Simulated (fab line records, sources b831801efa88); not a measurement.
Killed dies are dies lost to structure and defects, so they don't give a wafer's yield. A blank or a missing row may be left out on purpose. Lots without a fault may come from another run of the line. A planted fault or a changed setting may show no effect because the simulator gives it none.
Chamber matching | flow sky130 | SKY_METAL3_ETCH_17 on rie_diel-03: 4 sister chambers
The step etches SiO2 in C4F8/O2/Ar, stops on TiN, time 3.9 s, target depth 15 nm. 4 wafers are shown with their chamber, then 7 later ones without.

WAFERS WITH THEIR CHAMBER
wafer  | chamber | chamber_pressure_mTorr (mTorr)
L380.4 | 3       | 40.04
L380.5 | 2       | 40.08
L398.4 | 0       | 39.96
L398.5 | 1       | 39.99

WAFERS WITHOUT THEIR CHAMBER
wafer  | chamber_pressure_mTorr (mTorr)
L398.6 | 40.00
L399.1 | 40.06
L399.2 | 40.03
L399.3 | 40.02
L400.3 | 39.99
L400.5 | 40.00
L400.6 | 39.98

WHICH CHAMBER EACH WENT THROUGH
wafer  | from the rows above     | in truth
L398.6 | 1                       | 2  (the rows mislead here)
L399.1 | can't be placed: 2 or 3 | 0
L399.2 | 3                       | 3
L399.3 | can't be placed: 3 or 1 | 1
L400.3 | 1                       | 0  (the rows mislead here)
L400.5 | 1                       | 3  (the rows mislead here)
L400.6 | can't be placed: 1 or 0 | 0
Placed correctly: 1 of 7. Can't be placed from these rows: 3 (the true chamber is among the candidates in 2). Placed wrongly: 3.
How it was worked out, from the rows above alone: a wafer's distance from a chamber is the root of the sum, over the readings, of the square of ((its reading less the chamber's mean) divided by the reading's scatter). The wafer belongs to the nearest chamber; if the next one is less than 2 further off, it can't be placed. A chamber's mean is the mean of its shown wafers. The scatter: with one shown wafer a chamber, the root of the mean of the squares of how far each hidden wafer lies from its nearest shown one.
